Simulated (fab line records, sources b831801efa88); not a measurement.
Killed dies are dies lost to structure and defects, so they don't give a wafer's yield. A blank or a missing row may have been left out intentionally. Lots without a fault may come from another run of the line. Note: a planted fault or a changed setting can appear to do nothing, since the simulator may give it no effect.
Which tool was responsible? || flow gf180mcu || 36 wafers sampled from 12 lots at 1 step of a route of 602

WHAT THE GAUGES READ, wafer by wafer
GF_STI_CD_MEAS_12 targets a cd of 220 nm.
{"lot": "L075", "measured": "day 2 09:58", "on": "cd-sem-01", "cd-nm (nm)": "219.0 218.8 219.0"}
{"lot": "L077", "measured": "day 2 16:39", "on": "cd-sem-02", "cd-nm (nm)": "219.7 219.3 218.8"}
{"lot": "L079", "measured": "day 3 05:26", "on": "cd-sem-02", "cd-nm (nm)": "221.3 220.8 220.7"}
{"lot": "L081", "measured": "day 3 12:59", "on": "cd-sem-01", "cd-nm (nm)": "221.8 221.8 223.0"}
{"lot": "L083", "measured": "day 4 01:38", "on": "cd-sem-02", "cd-nm (nm)": "223.2 222.3 221.8"}
{"lot": "L085", "measured": "day 4 10:15", "on": "cd-sem-02", "cd-nm (nm)": "220.3 220.5 220.2"}
{"lot": "L087", "measured": "day 4 20:58", "on": "cd-sem-02", "cd-nm (nm)": "220.8 219.7 219.3"}
{"lot": "L089", "measured": "day 5 06:02", "on": "cd-sem-02", "cd-nm (nm)": "221.9 219.8 219.9"}
{"lot": "L091", "measured": "day 5 16:37", "on": "cd-sem-01", "cd-nm (nm)": "218.9 219.1 219.7"}
{"lot": "L093", "measured": "day 6 03:26", "on": "cd-sem-01", "cd-nm (nm)": "217.0 218.3 217.4"}
{"lot": "L095", "measured": "day 6 13:26", "on": "cd-sem-02", "cd-nm (nm)": "218.9 218.5 218.7"}
{"lot": "L097", "measured": "day 6 23:23", "on": "cd-sem-01", "cd-nm (nm)": "219.5 219.2 219.9"}

WHICH TOOL RAN EACH LOT (tool, then ch and the chambers of the sampled wafers, then the start)
There is no process step in the record ahead of these readings.

THE ANSWER, worked out from the rows above alone
Rule: usual is defined by the lots themselves. Put in order of their means at a reading, lots are off if they are a third of the lots or fewer, leave a main group of 4 or more, and stand apart from it by a gap of 3 or more times the standard deviation of the main group's means; of several such gaps the widest counts. A main group is skipped when, at the precision printed for the reading in the tables above, its means are all equal. A lot without any number at a reading at which 4 lots or more have one is off too. The other lots that the step has rows for count as sound.
No lot is off at any reading shown: from this, nothing can be told.

WHAT THE SIMULATOR HAD PUT IN
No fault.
